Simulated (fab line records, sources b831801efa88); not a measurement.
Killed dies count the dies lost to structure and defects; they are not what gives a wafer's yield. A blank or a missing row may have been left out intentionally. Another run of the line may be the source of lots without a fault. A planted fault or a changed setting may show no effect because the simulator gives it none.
Which tool is to blame?	flow sky130	route of 708 steps, sampled at 1 step: 7 lots, 21 wafers

WHAT EACH GAUGE READ, for each wafer
SKY_VIA2_RS_MEAS_22: the measuring method here is four-point-probe.
lot	measured	on	VIA2_W_RS (ohm/sq)
L643	day 37 02:45	film-metro-03	0.275 0.276 0.271
L645	day 37 17:59	film-metro-02	0.278 0.273 0.276
L649	day 38 21:04	film-metro-02	0.278 0.271 0.275
L656	day 40 22:40	film-metro-02	0.273 0.274 0.275
L658	day 41 13:14	film-metro-03	0.270 0.270 0.271
L661	day 42 13:28	film-metro-02	0.274 0.271 0.270
L663	day 42 21:12	film-metro-03	0.277 0.275 0.279

WHAT TOOL EACH LOT RAN ON (gives the tool, then ch and the chambers of the sampled wafers, and finally the start)
There is no process step in the record ahead of these readings.

THE ANSWER, worked out from the rows above alone
Rule: usual is defined by the lots themselves. Put in order of their means at a reading, lots are off if they are a third of the lots or fewer, leave a main group of 4 or more, and stand apart from it by a gap of 3 or more times the standard deviation of the main group's means; of several such gaps the widest counts. Not used: any main group whose means are identical at the precision the tables above print for the reading. Also off: a lot with no number at a reading for which 4 or more lots have one. The other lots that the step has rows for count as sound.
Across all readings shown, no lot is off: no conclusion can be drawn from this.

WHAT THE SIMULATOR PUT IN
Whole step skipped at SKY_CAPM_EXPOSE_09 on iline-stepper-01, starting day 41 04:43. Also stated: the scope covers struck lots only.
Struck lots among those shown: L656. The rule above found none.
